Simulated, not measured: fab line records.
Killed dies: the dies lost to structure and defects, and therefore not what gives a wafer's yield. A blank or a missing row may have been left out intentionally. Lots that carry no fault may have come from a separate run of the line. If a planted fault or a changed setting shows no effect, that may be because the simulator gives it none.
fab line records || flow sky130
record: {"lots": 7, "wafers": 21, "last-day": 50}
route steps=708 shown RES_XHIGH@341 SD_N@342
lots that met no fault: taken from a fault-free run of the same line
start-h: the number of hours between the record's first day and the start of the first shown wafer of the lot || wait-h: hours from the lot's prior step to this one || " identical to the entry in the row above || L1.1+2: several wafers, shown together as one row || - no value present, or no start provided || * or withheld: withheld || < > ~ a bound
route shown NAME@n: names a module that has steps shown in the file, with the first one's number in the route || usual: mean/standard deviation taken from wafers without a fault || same: alike in all rows || chamber/n: place in a boat || sites: readings site by site || _std_site: the standard deviation of these || _edge_site: inner sites' mean taken away from outer sites' mean || radius-mm: how far each site lies from the wafer's centre || mask NAME#n: copy n || behind: the tool/chamber that last shaped the wafer || hold: what put the lot on hold/how long, in hours/how the hold closed || device: the transistor (n, p or np) that didn't switch || end of line: the route-end tests of the same wafers || a step given without rows: its recipe and nothing more || killed: dies lost to structure and defects at the first sort, not the wafer's yield || map: per-die view of a wafer (x killed, . not killed, _ where there is no die)
set.NAME: the setting as run; set.NAME@STEP: as run at that earlier step || model.NAME: the simulator's own value behind a step, which no gauge read
a table for each step, a row for each wafer; lots at some steps of the route
services: a tool's chamber out of use, with start hour (start-h, from the record's first day; less than 0 if before it), hours out, and reason
== steps ==
step: SKY_RES_XHIGH_TW_MEAS_09
usual: {"RES_XHIGH_TW": "1626/8"}
{"lot.wafer": "L841.1", "tool": "film-metro-01", "chamber": "-", "start-h": 663.54, "wait-h": 0.1, "RES_XHIGH_TW": 1626}
{"lot.wafer": "L841.3", "tool": "film-metro-01", "chamber": "-", "start-h": 663.54, "wait-h": 0.1, "RES_XHIGH_TW": 1627}
{"lot.wafer": "L841.6", "tool": "film-metro-01", "chamber": "-", "start-h": 663.54, "wait-h": 0.1, "RES_XHIGH_TW": 1635}
{"lot.wafer": "L852.1", "tool": "film-metro-02", "chamber": "-", "start-h": 755.43, "wait-h": 0.1, "RES_XHIGH_TW": 1632}
{"lot.wafer": "L852.2", "tool": "film-metro-02", "chamber": "-", "start-h": 755.43, "wait-h": 0.1, "RES_XHIGH_TW": 1632}
{"lot.wafer": "L852.3", "tool": "film-metro-02", "chamber": "-", "start-h": 755.43, "wait-h": 0.1, "RES_XHIGH_TW": 1631}
{"lot.wafer": "L853.2", "tool": "film-metro-02", "chamber": "-", "start-h": 760.80, "wait-h": 0.1, "RES_XHIGH_TW": 1624}
{"lot.wafer": "L853.4", "tool": "film-metro-02", "chamber": "-", "start-h": 760.80, "wait-h": 0.1, "RES_XHIGH_TW": 1630}
{"lot.wafer": "L853.6", "tool": "film-metro-02", "chamber": "-", "start-h": 760.80, "wait-h": 0.1, "RES_XHIGH_TW": 1630}
{"lot.wafer": "L854.2", "tool": "film-metro-04", "chamber": "-", "start-h": 763.04, "wait-h": 0.1, "RES_XHIGH_TW": 1617}
{"lot.wafer": "L854.4", "tool": "film-metro-04", "chamber": "-", "start-h": 763.04, "wait-h": 0.1, "RES_XHIGH_TW": 1613}
{"lot.wafer": "L854.6", "tool": "film-metro-04", "chamber": "-", "start-h": 763.04, "wait-h": 0.1, "RES_XHIGH_TW": 1620}
{"lot.wafer": "L855.1", "tool": "film-metro-02", "chamber": "-", "start-h": 773.98, "wait-h": 0.1, "RES_XHIGH_TW": 1622}
{"lot.wafer": "L855.2", "tool": "film-metro-02", "chamber": "-", "start-h": 773.98, "wait-h": 0.1, "RES_XHIGH_TW": 1615}
{"lot.wafer": "L855.4", "tool": "film-metro-02", "chamber": "-", "start-h": 773.98, "wait-h": 0.1, "RES_XHIGH_TW": 1622}
{"lot.wafer": "L856.4", "tool": "film-metro-04", "chamber": "-", "start-h": 778.51, "wait-h": 0.1, "RES_XHIGH_TW": 1612}
{"lot.wafer": "L856.5", "tool": "film-metro-04", "chamber": "-", "start-h": 778.51, "wait-h": 0.1, "RES_XHIGH_TW": 1621}
{"lot.wafer": "L856.6", "tool": "film-metro-04", "chamber": "-", "start-h": 778.51, "wait-h": 0.1, "RES_XHIGH_TW": 1619}
{"lot.wafer": "L858.2", "tool": "film-metro-02", "chamber": "-", "start-h": 792.54, "wait-h": 0.1, "RES_XHIGH_TW": 1623}
{"lot.wafer": "L858.4", "tool": "film-metro-02", "chamber": "-", "start-h": 792.54, "wait-h": 0.1, "RES_XHIGH_TW": 1616}
{"lot.wafer": "L858.5", "tool": "film-metro-02", "chamber": "-", "start-h": 792.54, "wait-h": 0.1, "RES_XHIGH_TW": 1624}
step: SKY_SD_N_DEHYDRATE_00
recipe: {"temp-c": 200, "time-s": 60}
step: SKY_SD_N_HMDS_01
recipe: {"prime-time-s": 60, "prime-temp-c": 120}
step: SKY_SD_N_COAT_02
recipe: {"resist": "NOVOLAK", "spin-rpm": 3000, "resist-thk-nm": 1140}
step: SKY_SD_N_SOFTBAKE_03
recipe: {"temp-c": 90, "time-s": 60, "resist": "NOVOLAK"}
step: SKY_SD_N_EXPOSE_04
recipe: {"mask-id": "NSDM", "na": 0.6, "source-shape": "conventional", "sigma-outer": 0.6, "polarization": "unpolarized", "target-cd-nm": 380, "dose-mj": 141}
step: SKY_SD_N_PEB_05
recipe: {"temp-c": "withheld", "time-s": "*", "resist": "NOVOLAK"}
step: SKY_SD_N_DEVELOP_06
recipe: {"resist": "NOVOLAK", "developer": "TMAH", "develop-time-s": 60, "dev-temp-c": 23}
step: SKY_SD_N_CD_MEAS_07
recipe: {"target-cd-nm": 380}
usual: {"cd-nm": "380.0/2.6"}
{"lot.wafer": "L841.1", "tool": "cd-sem-02", "chamber": "-", "start-h": 691.03, "wait-h": 0.1, "cd-nm": 381.1}
{"lot.wafer": "L841.3", "tool": "cd-sem-02", "chamber": "-", "start-h": 691.03, "wait-h": 0.1, "cd-nm": 378.4}
{"lot.wafer": "L841.6", "tool": "cd-sem-02", "chamber": "-", "start-h": 691.03, "wait-h": 0.1, "cd-nm": 380.1}
{"lot.wafer": "L852.1", "tool": "cd-sem-01", "chamber": "-", "start-h": 782.38, "wait-h": 0.1, "cd-nm": 382.9}
{"lot.wafer": "L852.2", "tool": "cd-sem-01", "chamber": "-", "start-h": 782.38, "wait-h": 0.1, "cd-nm": 381.0}
{"lot.wafer": "L852.3", "tool": "cd-sem-01", "chamber": "-", "start-h": 782.38, "wait-h": 0.1, "cd-nm": 383.8}
{"lot.wafer": "L853.2", "tool": "cd-sem-02", "chamber": "-", "start-h": 787.05, "wait-h": 0.1, "cd-nm": 381.3}
{"lot.wafer": "L853.4", "tool": "cd-sem-02", "chamber": "-", "start-h": 787.05, "wait-h": 0.1, "cd-nm": 381.1}
{"lot.wafer": "L853.6", "tool": "cd-sem-02", "chamber": "-", "start-h": 787.05, "wait-h": 0.1, "cd-nm": 382.0}
{"lot.wafer": "L854.2", "tool": "cd-sem-02", "chamber": "-", "start-h": 789.65, "wait-h": 0.1, "cd-nm": 376.2}
{"lot.wafer": "L854.4", "tool": "cd-sem-02", "chamber": "-", "start-h": 789.65, "wait-h": 0.1, "cd-nm": 375.4}
{"lot.wafer": "L854.6", "tool": "cd-sem-02", "chamber": "-", "start-h": 789.65, "wait-h": 0.1, "cd-nm": 375.7}
{"lot.wafer": "L855.1", "tool": "cd-sem-02", "chamber": "-", "start-h": 799.93, "wait-h": 0.1, "cd-nm": 382.7}
{"lot.wafer": "L855.2", "tool": "cd-sem-02", "chamber": "-", "start-h": 799.93, "wait-h": 0.1, "cd-nm": 384.8}
{"lot.wafer": "L855.4", "tool": "cd-sem-02", "chamber": "-", "start-h": 799.93, "wait-h": 0.1, "cd-nm": 384.1}
{"lot.wafer": "L856.4", "tool": "cd-sem-02", "chamber": "-", "start-h": 804.89, "wait-h": 0.1, "cd-nm": 378.2}
{"lot.wafer": "L856.5", "tool": "cd-sem-02", "chamber": "-", "start-h": 804.89, "wait-h": 0.1, "cd-nm": 379.6}
{"lot.wafer": "L856.6", "tool": "cd-sem-02", "chamber": "-", "start-h": 804.89, "wait-h": 0.1, "cd-nm": 378.5}
{"lot.wafer": "L858.2", "tool": "cd-sem-02", "chamber": "-", "start-h": 818.06, "wait-h": 0.1, "cd-nm": 376.9}
{"lot.wafer": "L858.4", "tool": "cd-sem-02", "chamber": "-", "start-h": 818.06, "wait-h": 0.1, "cd-nm": 379.5}
{"lot.wafer": "L858.5", "tool": "cd-sem-02", "chamber": "-", "start-h": 818.06, "wait-h": 0.1, "cd-nm": 377.5}
step: SKY_SD_N_OVL_MEAS_08
usual: {"SD_N_OVL": "-1.1/1.4"}
{"lot.wafer": "L841.1", "tool": "overlay-02", "chamber": "-", "start-h": 691.15, "wait-h": 0.1, "SD_N_OVL[nm]": -2.4}
{"lot.wafer": "L841.3", "tool": "overlay-02", "chamber": "-", "start-h": 691.15, "wait-h": 0.1, "SD_N_OVL[nm]": -2.1}
{"lot.wafer": "L841.6", "tool": "overlay-02", "chamber": "-", "start-h": 691.15, "wait-h": 0.1, "SD_N_OVL[nm]": -2.7}
{"lot.wafer": "L852.1", "tool": "overlay-02", "chamber": "-", "start-h": 782.50, "wait-h": 0.1, "SD_N_OVL[nm]": -0.1}
{"lot.wafer": "L852.2", "tool": "overlay-02", "chamber": "-", "start-h": 782.50, "wait-h": 0.1, "SD_N_OVL[nm]": 0.5}
{"lot.wafer": "L852.3", "tool": "overlay-02", "chamber": "-", "start-h": 782.50, "wait-h": 0.1, "SD_N_OVL[nm]": -1.9}
{"lot.wafer": "L853.2", "tool": "overlay-01", "chamber": "-", "start-h": 787.16, "wait-h": 0.1, "SD_N_OVL[nm]": -2.8}
{"lot.wafer": "L853.4", "tool": "overlay-01", "chamber": "-", "start-h": 787.16, "wait-h": 0.1, "SD_N_OVL[nm]": -1.0}
{"lot.wafer": "L853.6", "tool": "overlay-01", "chamber": "-", "start-h": 787.16, "wait-h": 0.1, "SD_N_OVL[nm]": -0.7}
{"lot.wafer": "L854.2", "tool": "overlay-01", "chamber": "-", "start-h": 789.76, "wait-h": 0.1, "SD_N_OVL[nm]": -1.7}
{"lot.wafer": "L854.4", "tool": "overlay-01", "chamber": "-", "start-h": 789.76, "wait-h": 0.1, "SD_N_OVL[nm]": -1.2}
{"lot.wafer": "L854.6", "tool": "overlay-01", "chamber": "-", "start-h": 789.76, "wait-h": 0.1, "SD_N_OVL[nm]": -1.1}
{"lot.wafer": "L855.1", "tool": "overlay-01", "chamber": "-", "start-h": 800.05, "wait-h": 0.1, "SD_N_OVL[nm]": -0.9}
{"lot.wafer": "L855.2", "tool": "overlay-01", "chamber": "-", "start-h": 800.05, "wait-h": 0.1, "SD_N_OVL[nm]": -1.2}
{"lot.wafer": "L855.4", "tool": "overlay-01", "chamber": "-", "start-h": 800.05, "wait-h": 0.1, "SD_N_OVL[nm]": -1.9}
{"lot.wafer": "L856.4", "tool": "overlay-01", "chamber": "-", "start-h": 804.97, "wait-h": 0.1, "SD_N_OVL[nm]": 0.3}
{"lot.wafer": "L856.5", "tool": "overlay-01", "chamber": "-", "start-h": 804.97, "wait-h": 0.1, "SD_N_OVL[nm]": -2.2}
{"lot.wafer": "L856.6", "tool": "overlay-01", "chamber": "-", "start-h": 804.97, "wait-h": 0.1, "SD_N_OVL[nm]": 0.3}
{"lot.wafer": "L858.2", "tool": "overlay-02", "chamber": "-", "start-h": 818.17, "wait-h": 0.1, "SD_N_OVL[nm]": -2.6}
{"lot.wafer": "L858.4", "tool": "overlay-02", "chamber": "-", "start-h": 818.17, "wait-h": 0.1, "SD_N_OVL[nm]": -1.5}
{"lot.wafer": "L858.5", "tool": "overlay-02", "chamber": "-", "start-h": 818.17, "wait-h": 0.1, "SD_N_OVL[nm]": -0.4}
step: SKY_SD_N_IMPLANT_09
recipe: {"species": "As", "energy-kev": 49.54, "dose-cm2": 4e+15, "tilt-deg": 0}
step: SKY_SD_N_IMPLANT_10
recipe: {"species": "P", "energy-kev": 20, "dose-cm2": 1e+14, "tilt-deg": 0}
step: SKY_SD_N_STRIP_11
recipe: {"chemistry": "O2/N2", "power-w": 1400, "pressure-mtorr": 1500, "platen-temp-c": "withheld", "o2-flow-sccm": 3000, "n2-flow-sccm": 300, "overash-fraction": 0.5}
usual: {"chamber-pressure-mTorr": "1500.0/1.3", "drypump-motor-current-A": "5.8/0.41", "oes-product-au": "0.528/0.0045", "strip-time-to-endpoint-s": "22.49/0.038"}
{"lot.wafer": "L841.1", "tool": "plasma-asher-02", "chamber": 1, "start-h": 691.48, "wait-h": 0.1, "chamber-pressure-mTorr": 1500.1, "drypump-motor-current-A": 5.9, "oes-product-au": 0.526, "rf-hours-counter-h": 56, "strip-time-to-endpoint-s": 22.51, "model.NOVOLAK_of_SD_N_COAT_02.thk-nm": 0}
{"lot.wafer": "L841.3", "tool": "plasma-asher-02", "chamber": 0, "start-h": 691.48, "wait-h": 0.1, "chamber-pressure-mTorr": 1499.5, "drypump-motor-current-A": 5.5, "oes-product-au": 0.533, "rf-hours-counter-h": "-", "strip-time-to-endpoint-s": 22.51, "model.NOVOLAK_of_SD_N_COAT_02.thk-nm": 0}
{"lot.wafer": "L841.6", "tool": "plasma-asher-02", "chamber": 0, "start-h": 691.48, "wait-h": 0.1, "chamber-pressure-mTorr": 1500.0, "drypump-motor-current-A": 5.5, "oes-product-au": 0.527, "rf-hours-counter-h": "-", "strip-time-to-endpoint-s": 22.49, "model.NOVOLAK_of_SD_N_COAT_02.thk-nm": 0}
{"lot.wafer": "L852.1", "tool": "plasma-asher-01", "chamber": 0, "start-h": 782.84, "wait-h": 0.1, "chamber-pressure-mTorr": "-", "drypump-motor-current-A": "-", "oes-product-au": "-", "rf-hours-counter-h": "-", "strip-time-to-endpoint-s": "-", "model.NOVOLAK_of_SD_N_COAT_02.thk-nm": 1142}
{"lot.wafer": "L852.2", "tool": "plasma-asher-01", "chamber": 1, "start-h": 782.84, "wait-h": 0.1, "chamber-pressure-mTorr": "-", "drypump-motor-current-A": "-", "oes-product-au": "-", "rf-hours-counter-h": "-", "strip-time-to-endpoint-s": "-", "model.NOVOLAK_of_SD_N_COAT_02.thk-nm": 1141}
{"lot.wafer": "L852.3", "tool": "plasma-asher-01", "chamber": 1, "start-h": 782.84, "wait-h": 0.1, "chamber-pressure-mTorr": "-", "drypump-motor-current-A": "-", "oes-product-au": "-", "rf-hours-counter-h": "-", "strip-time-to-endpoint-s": "-", "model.NOVOLAK_of_SD_N_COAT_02.thk-nm": 1141}
{"lot.wafer": "L853.2", "tool": "plasma-asher-04", "chamber": 1, "start-h": 787.49, "wait-h": 0.1, "chamber-pressure-mTorr": "-", "drypump-motor-current-A": "-", "oes-product-au": "-", "rf-hours-counter-h": "-", "strip-time-to-endpoint-s": "-", "model.NOVOLAK_of_SD_N_COAT_02.thk-nm": 1134}
{"lot.wafer": "L853.4", "tool": "plasma-asher-04", "chamber": 0, "start-h": 787.49, "wait-h": 0.1, "chamber-pressure-mTorr": "-", "drypump-motor-current-A": "-", "oes-product-au": "-", "rf-hours-counter-h": "-", "strip-time-to-endpoint-s": "-", "model.NOVOLAK_of_SD_N_COAT_02.thk-nm": 1133}
{"lot.wafer": "L853.6", "tool": "plasma-asher-04", "chamber": 0, "start-h": 787.49, "wait-h": 0.1, "chamber-pressure-mTorr": "-", "drypump-motor-current-A": "-", "oes-product-au": "-", "rf-hours-counter-h": "-", "strip-time-to-endpoint-s": "-", "model.NOVOLAK_of_SD_N_COAT_02.thk-nm": 1138}
{"lot.wafer": "L854.2", "tool": "plasma-asher-04", "chamber": 0, "start-h": 790.09, "wait-h": 0.1, "chamber-pressure-mTorr": "-", "drypump-motor-current-A": "-", "oes-product-au": "-", "rf-hours-counter-h": "-", "strip-time-to-endpoint-s": "-", "model.NOVOLAK_of_SD_N_COAT_02.thk-nm": 1138}
{"lot.wafer": "L854.4", "tool": "plasma-asher-04", "chamber": 1, "start-h": 790.09, "wait-h": 0.1, "chamber-pressure-mTorr": "-", "drypump-motor-current-A": "-", "oes-product-au": "-", "rf-hours-counter-h": "-", "strip-time-to-endpoint-s": "-", "model.NOVOLAK_of_SD_N_COAT_02.thk-nm": 1143}
{"lot.wafer": "L854.6", "tool": "plasma-asher-04", "chamber": 0, "start-h": 790.09, "wait-h": 0.1, "chamber-pressure-mTorr": "-", "drypump-motor-current-A": "-", "oes-product-au": "-", "rf-hours-counter-h": "-", "strip-time-to-endpoint-s": "-", "model.NOVOLAK_of_SD_N_COAT_02.thk-nm": 1142}
{"lot.wafer": "L855.1", "tool": "plasma-asher-04", "chamber": 1, "start-h": 800.39, "wait-h": 0.1, "chamber-pressure-mTorr": 1501.8, "drypump-motor-current-A": 6.7, "oes-product-au": 0.530, "rf-hours-counter-h": 6, "strip-time-to-endpoint-s": 22.44, "model.NOVOLAK_of_SD_N_COAT_02.thk-nm": 0}
{"lot.wafer": "L855.2", "tool": "plasma-asher-04", "chamber": 0, "start-h": 800.39, "wait-h": 0.1, "chamber-pressure-mTorr": 1499.0, "drypump-motor-current-A": 5.3, "oes-product-au": 0.535, "rf-hours-counter-h": 6, "strip-time-to-endpoint-s": 22.49, "model.NOVOLAK_of_SD_N_COAT_02.thk-nm": 0}
{"lot.wafer": "L855.4", "tool": "plasma-asher-04", "chamber": 1, "start-h": 800.39, "wait-h": 0.1, "chamber-pressure-mTorr": 1497.6, "drypump-motor-current-A": 6.7, "oes-product-au": 0.529, "rf-hours-counter-h": "-", "strip-time-to-endpoint-s": 22.52, "model.NOVOLAK_of_SD_N_COAT_02.thk-nm": 0}
{"lot.wafer": "L856.4", "tool": "plasma-asher-04", "chamber": 0, "start-h": 805.32, "wait-h": 0.1, "chamber-pressure-mTorr": 1500.7, "drypump-motor-current-A": 5.4, "oes-product-au": 0.533, "rf-hours-counter-h": "-", "strip-time-to-endpoint-s": 22.46, "model.NOVOLAK_of_SD_N_COAT_02.thk-nm": 0}
{"lot.wafer": "L856.5", "tool": "plasma-asher-04", "chamber": 1, "start-h": 805.32, "wait-h": 0.1, "chamber-pressure-mTorr": 1501.0, "drypump-motor-current-A": 6.7, "oes-product-au": 0.523, "rf-hours-counter-h": "-", "strip-time-to-endpoint-s": 22.46, "model.NOVOLAK_of_SD_N_COAT_02.thk-nm": 0}
{"lot.wafer": "L856.6", "tool": "plasma-asher-04", "chamber": 0, "start-h": 805.32, "wait-h": 0.1, "chamber-pressure-mTorr": 1501.1, "drypump-motor-current-A": 5.4, "oes-product-au": 0.530, "rf-hours-counter-h": "-", "strip-time-to-endpoint-s": 22.45, "model.NOVOLAK_of_SD_N_COAT_02.thk-nm": 0}
{"lot.wafer": "L858.2", "tool": "plasma-asher-02", "chamber": 1, "start-h": 818.50, "wait-h": 0.1, "chamber-pressure-mTorr": 1499.5, "drypump-motor-current-A": 5.9, "oes-product-au": 0.530, "rf-hours-counter-h": 69, "strip-time-to-endpoint-s": 22.51, "model.NOVOLAK_of_SD_N_COAT_02.thk-nm": 0}
{"lot.wafer": "L858.4", "tool": "plasma-asher-02", "chamber": 0, "start-h": 818.50, "wait-h": 0.1, "chamber-pressure-mTorr": 1499.1, "drypump-motor-current-A": 5.5, "oes-product-au": 0.530, "rf-hours-counter-h": "-", "strip-time-to-endpoint-s": 22.52, "model.NOVOLAK_of_SD_N_COAT_02.thk-nm": 0}
{"lot.wafer": "L858.5", "tool": "plasma-asher-02", "chamber": 0, "start-h": 818.50, "wait-h": 0.1, "chamber-pressure-mTorr": 1501.8, "drypump-motor-current-A": 5.5, "oes-product-au": 0.534, "rf-hours-counter-h": "-", "strip-time-to-endpoint-s": 22.43, "model.NOVOLAK_of_SD_N_COAT_02.thk-nm": 0}
step: SKY_SD_N_TW_MEAS_12
usual: {"SD_N_TW": "3958/22"}
{"lot.wafer": "L841.1", "tool": "film-metro-01", "chamber": "-", "start-h": 691.58, "wait-h": 0.1, "SD_N_TW": 3993}
{"lot.wafer": "L841.3", "tool": "film-metro-01", "chamber": "-", "start-h": 691.58, "wait-h": 0.1, "SD_N_TW": 3953}
{"lot.wafer": "L841.6", "tool": "film-metro-01", "chamber": "-", "start-h": 691.58, "wait-h": 0.1, "SD_N_TW": 3959}
{"lot.wafer": "L852.1", "tool": "film-metro-04", "chamber": "-", "start-h": 782.95, "wait-h": 0.1, "SD_N_TW": 3942}
{"lot.wafer": "L852.2", "tool": "film-metro-04", "chamber": "-", "start-h": 782.95, "wait-h": 0.1, "SD_N_TW": 3941}
{"lot.wafer": "L852.3", "tool": "film-metro-04", "chamber": "-", "start-h": 782.95, "wait-h": 0.1, "SD_N_TW": 3954}
{"lot.wafer": "L853.2", "tool": "film-metro-04", "chamber": "-", "start-h": 787.60, "wait-h": 0.1, "SD_N_TW": 3931}
{"lot.wafer": "L853.4", "tool": "film-metro-04", "chamber": "-", "start-h": 787.60, "wait-h": 0.1, "SD_N_TW": 3927}
{"lot.wafer": "L853.6", "tool": "film-metro-04", "chamber": "-", "start-h": 787.60, "wait-h": 0.1, "SD_N_TW": 3935}
{"lot.wafer": "L854.2", "tool": "film-metro-01", "chamber": "-", "start-h": 790.20, "wait-h": 0.1, "SD_N_TW": 3992}
{"lot.wafer": "L854.4", "tool": "film-metro-01", "chamber": "-", "start-h": 790.20, "wait-h": 0.1, "SD_N_TW": 3983}
{"lot.wafer": "L854.6", "tool": "film-metro-01", "chamber": "-", "start-h": 790.20, "wait-h": 0.1, "SD_N_TW": 3985}
{"lot.wafer": "L855.1", "tool": "film-metro-01", "chamber": "-", "start-h": 800.49, "wait-h": 0.1, "SD_N_TW": 3996}
{"lot.wafer": "L855.2", "tool": "film-metro-01", "chamber": "-", "start-h": 800.49, "wait-h": 0.1, "SD_N_TW": 3984}
{"lot.wafer": "L855.4", "tool": "film-metro-01", "chamber": "-", "start-h": 800.49, "wait-h": 0.1, "SD_N_TW": 3986}
{"lot.wafer": "L856.4", "tool": "film-metro-01", "chamber": "-", "start-h": 805.42, "wait-h": 0.1, "SD_N_TW": 3953}
{"lot.wafer": "L856.5", "tool": "film-metro-01", "chamber": "-", "start-h": 805.42, "wait-h": 0.1, "SD_N_TW": 3975}
{"lot.wafer": "L856.6", "tool": "film-metro-01", "chamber": "-", "start-h": 805.42, "wait-h": 0.1, "SD_N_TW": 3983}
{"lot.wafer": "L858.2", "tool": "film-metro-02", "chamber": "-", "start-h": 818.61, "wait-h": 0.1, "SD_N_TW": 3938}
{"lot.wafer": "L858.4", "tool": "film-metro-02", "chamber": "-", "start-h": 818.61, "wait-h": 0.1, "SD_N_TW": 3941}
{"lot.wafer": "L858.5", "tool": "film-metro-02", "chamber": "-", "start-h": 818.61, "wait-h": 0.1, "SD_N_TW": 3936}
== services ==
{"tool": "plasma-asher-04", "chamber": "-", "start-h": 689.17, "hours": 3.7, "kind": "repair"}
{"tool": "plasma-asher-02", "chamber": "-", "start-h": 703.63, "hours": 6.9, "kind": "repair"}
{"tool": "plasma-asher-04", "chamber": "-", "start-h": 720.81, "hours": 1.5, "kind": "repair"}
{"tool": "plasma-asher-04", "chamber": "-", "start-h": 733.75, "hours": 9.0, "kind": "pm"}
{"tool": "plasma-asher-04", "chamber": 0, "start-h": 733.75, "hours": 9.0, "kind": "vent-cycle"}
{"tool": "plasma-asher-04", "chamber": 1, "start-h": 733.75, "hours": 9.0, "kind": "vent-cycle"}
{"tool": "plasma-asher-04", "chamber": 0, "start-h": 742.75, "hours": "-", "kind": "clean"}
{"tool": "plasma-asher-04", "chamber": 1, "start-h": 742.75, "hours": "-", "kind": "clean"}
== key ==
first-sign: {"step": "SKY_SD_N_STRIP_11", "reading": "tool-record", "direction": "missing"}
effect none on later readings
model-effect: {"step": "SKY_SD_N_STRIP_11", "value": "NOVOLAK_of_SD_N_COAT_02.thk-nm", "without": 0, "struck": 1139}
met-at SKY_SD_N_STRIP_11
struck-wafers L852.1,L852.2,L852.3,L853.2,L853.4,L853.6,L854.2,L854.4,L854.6
later-rows-left-out L852.1,L852.2,L852.3,L853.2,L853.4,L853.6,L854.2,L854.4,L854.6
sort-left-out L852.1,L852.2,L852.3,L853.2,L853.4,L853.6,L854.2,L854.4,L854.6
tester-left-out L852,L853,L854
fault: {"kind": "skipped-step-whole", "tool": "plasma-asher-01,plasma-asher-04", "chamber": "-", "onset-h": 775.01, "steps": "SKY_SD_N_STRIP_11", "scope": "struck-lots-only"}
tester-left-out: of these lots the tester's yield and bins aren't shown, on N5 and GAA mostly nor the transistor test; their killed dies are dies lost to structure and defects alone, not to doping, threshold or leakage, so they don't give the yield
sort-left-out: the simulated sort isn't trusted on such a fault, so these wafers' sort isn't shown, and their yield isn't known
later-rows-left-out: the simulator's readings of these wafers behind a module that went badly wrong aren't trusted and aren't shown, but for the sort
